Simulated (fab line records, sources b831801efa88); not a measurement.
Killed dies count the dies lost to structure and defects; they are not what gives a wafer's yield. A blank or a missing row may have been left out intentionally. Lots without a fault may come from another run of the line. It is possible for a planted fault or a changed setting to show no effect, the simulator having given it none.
A lot that was struck, set against a sound lot -- flow sky130 -- 38 steps out of a route of 708
Sound: these wafers, L149.1, L149.3, L149.5. Struck: wafer L143.1 (left out: L143.4, L143.5 of the same lot, which were not struck); the cause appears at the end.
At each step with rows: each side's tool, then ch and its chambers, then its first start. Under that, the readings that differ: sound wafers -- struck wafers -- difference of the means -- sigmas: that difference in standard deviations of wafers without a fault.
alike: readings with means less than 2 such deviations apart, plus words and numbers identical on both sides. not compared: withheld readings, readings lacking a value on some wafer, bounds such as >300 that could conceal the same value, and numbers that have no deviation in the record and whose values overlap.
A row with sigmas, a row that says differs or no value, or rows on one side alone: a step with any of these is where the two part. Numbers that have no deviation but don't overlap get no sigmas and don't part them. A reading missing from all wafers of one side parts the sides only when that side holds two or more wafers.

first, 9 steps without rows for these wafers: SKY_VIA2_SPUTTER_20 (material TiN, target thk 20 nm, time 80 s); SKY_VIA2_CVD_21 (deposits W, target thk 420 nm, time 126.4 s); SKY_VIA2_CMP_24 (polishes, stops on SiO2, t overpolish 20 s, target thk 0 nm); SKY_METAL3_SPUTTER_00 (material Ti, target thk 15 nm, time 10 s); SKY_METAL3_SPUTTER_01 (material TiN, target thk 20 nm, time 16.7 s); SKY_METAL3_SPUTTER_02 (material AlCu, target thk 735 nm, time 39.1 s); SKY_METAL3_SPUTTER_03 (material Ti, target thk 5 nm, time 3.3 s); SKY_METAL3_SPUTTER_04 (material TiN, target thk 70 nm, time 58.3 s); SKY_CAPM_CVD_00 (deposits SiO2, target thk 15.5 nm).
SKY_CAPM_SPUTTER_02: material TiN, target thk 200 nm, time 166.7 s.
  sound on pvd-sputter-01, day 43 01:56; struck on pvd-sputter-02, day 41 13:24
reading,sound,struck,difference,sigmas
model.TiN_of_CAPM_SPUTTER_02.thk-nm (nm),201.6 205.4 205,172.7,-31.3,
  alike: cathode-dc-power-W, throttle-valve-pct
SKY_CAPM_RS_MEAS_03: uses a four-point probe to measure.
  sound on film-metro-04, day 43 02:03; struck on film-metro-03, day 41 13:31
reading,sound,struck,difference,sigmas
CAPM_TIN_RS (ohm/sq),6.86 6.73 6.75,8.03,+1.25,+18
SKY_CAPM_THK_MEAS_04: measures by xrf.
  sound on film-metro-04, day 43 02:10; struck on film-metro-03, day 41 13:38
reading,sound,struck,difference,sigmas
CAPM_TIN_THK (nm),197.6 202.0 202.0,169.4,-31.1,-16
then, 7 steps without rows for these wafers: SKY_CAPM_DEHYDRATE_05 (time 60 s); SKY_CAPM_HMDS_06 (prime time 60 s); SKY_CAPM_COAT_07 (resist thk 1140 nm); SKY_CAPM_SOFTBAKE_08 (time 60 s); SKY_CAPM_EXPOSE_09 (exposes mask CAPM, target cd 1000 nm); SKY_CAPM_PEB_10; SKY_CAPM_DEVELOP_11 (develop time 60 s).
SKY_CAPM_METAL_ETCH_13: etches TiN in Cl2/BCl3, stops on SiO2, target depth 220 nm, time 62.9 s.
  sound on rie-metal-01 ch 0,1, day 43 23:47; struck on rie-metal-01 ch 0, day 42 12:11
reading,sound,struck,difference,sigmas
oes-product-au (a.u.),0.944 0.958 0.964,0.865,-0.090,-13
throttle-valve-pct (%),21.886 21.894 21.890,21.954,+0.064,+6
  alike: chamber-pressure-mTorr, drypump-motor-current-A
  not compared: rf-hours-counter-h
then, 16 steps without rows for these wafers: SKY_CAPM_STRIP_14 (strips in O2/N2); SKY_CAPM_STRIP_15 (strips in post etch residue remover, time 1200 s); SKY_CAPM_CLEAN_16 (cleans in IPA, time 180 s); SKY_CAPM_CLEAN_17 (cleans in O3/DIW); SKY_METAL3_DEHYDRATE_05 (time 60 s); SKY_METAL3_HMDS_06 (prime time 60 s); SKY_METAL3_COAT_07 (resist thk 60 nm); SKY_METAL3_COAT_08 (resist thk 1140 nm); SKY_METAL3_SOFTBAKE_09 (time 90 s); SKY_METAL3_EXPOSE_10 (exposes mask MM3, target cd 300 nm); SKY_METAL3_PEB_11; SKY_METAL3_DEVELOP_12 (develop time 60 s); SKY_METAL3_DESCUM_15 (chemistry O2, time 8 s); SKY_METAL3_ETCH_16 (etches BARC in N2/H2, stops on SiO2, time 88.2 s, target depth 60 nm); SKY_METAL3_ETCH_17 (etches SiO2 in C4F8/O2/Ar, stops on TiN, time 3.9 s, target depth 15 nm); SKY_METAL3_METAL_ETCH_18 (etches the open film in Cl2/BCl3, stops on SiO2, target depth 845 nm, time 183.1 s).
SKY_METAL3_STRIP_20: strips in post etch residue remover, time 1200 s.
  sound on wet-bench-01 ch 3, day 44 22:27; struck on wet-bench-02 ch 2, day 43 12:10
reading,sound,struck,difference,sigmas
model.TiN_of_CAPM_SPUTTER_02.thk-nm (nm),200.8 204.6 204.1,171.9,-31.3,
  alike: bath-guard-temp-C
-- the record jumps here: 6 days lie between the struck wafers' starts before and after (it left off in module METAL3 and takes up again in module PAD_OPEN, whose first step shown is number 708 of the route) --
SKY_PAD_OPEN_PROBE_99:
  sound on prober-01, day 50 20:44; struck on prober-01, day 49 18:18
reading,sound,struck,difference,sigmas
killed-at-contacts,23 21 22,33,+11,+2
killed-open,46 51 40,59,+13,+2
sort_bin_5_function (%),9.1 10.2 8.7,12.6,+3.3,+2
model.etest.cap-mim.plate-ohm-sq,5.871 5.826 5.864,7.021,+1.167,
model.etest.cap-mim.bv-v (V),13.47 13.7 14.41,13.21,-0.65,
model.etest.cap-mim.leak-log10-a-cm2,-8.966 -8.9 -9.013,-8.491,+0.469,
  alike: defect-limited-yield, killed_at_M0_to_M3, killed_at_M4_up, killed-at-front-end, killed-at-other, killed-dies, killed-short, sort_bin_3_pad_short, sort_bin_6_memory, sort-n-pass, sort-yield-pct

WHERE THEY PART
At SKY_CAPM_RS_MEAS_03 first; at SKY_PAD_OPEN_PROBE_99 last (within this record only).

WHY: what the simulator had put in
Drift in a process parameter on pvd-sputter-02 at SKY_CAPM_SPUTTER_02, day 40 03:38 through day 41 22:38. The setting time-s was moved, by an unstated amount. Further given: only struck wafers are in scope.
